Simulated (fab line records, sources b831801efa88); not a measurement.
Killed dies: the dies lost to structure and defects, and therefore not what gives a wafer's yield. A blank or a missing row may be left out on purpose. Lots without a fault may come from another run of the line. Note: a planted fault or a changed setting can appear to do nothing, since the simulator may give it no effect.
Chamber matching -- flow gf180mcu -- GF_V2_ETCH_16 on rieDiel-02: 4 sister chambers
The step etches BARC in N2/H2. 8 wafers are shown with their chamber, then 7 later ones without.

WAFERS WITH THEIR CHAMBER
wafer,chamber,drypumpMotorCurrentA (A),rfFwdPowerW (W)
L175.5,1,5.8,491.8
L177.5,1,5.7,491.7
L180.4,0,6.0,493.5
L184.1,3,6.0,494.9
L184.3,0,6.0,492.3
L184.6,3,6.0,496.6
L188.2,2,6.0,495.0
L188.5,2,6.0,495.8

WAFERS MISSING THEIR CHAMBER
wafer,drypumpMotorCurrentA (A),rfFwdPowerW (W)
L188.6,6.0,493.5
L190.1,5.9,496.3
L190.3,6.0,494.0
L190.4,5.9,493.6
L192.1,6.0,494.1
L192.4,6.0,493.6
L192.6,6.0,492.8

WHICH CHAMBER EACH ONE RAN IN
wafer,from the rows above,in truth
L188.6,can't be placed: 0 or 2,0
L190.1,can't be placed: 3 or 2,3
L190.3,can't be placed: 0 or 2 or 3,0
L190.4,can't be placed: 0 or 2 or 3 or 1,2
L192.1,can't be placed: 0 or 2 or 3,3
L192.4,can't be placed: 0 or 2 or 3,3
L192.6,0,0
Correct placement for 1 of the 7. These rows do not allow placing 6 (true chamber among the candidates in 6). Number placed wrongly: 0.
How it was worked out, from the rows above alone: a wafer's distance from a chamber is the root of the sum, over the readings, of the square of ((its reading less the chamber's mean) divided by the reading's scatter). The wafer belongs to the nearest chamber; if the next one is less than 2 further off, it can't be placed. A chamber's mean is the mean of its shown wafers. The scatter is the square root of a quotient: the sum, over the shown wafers, of each reading's squared deviation from its chamber's mean, divided by wafers minus chambers.
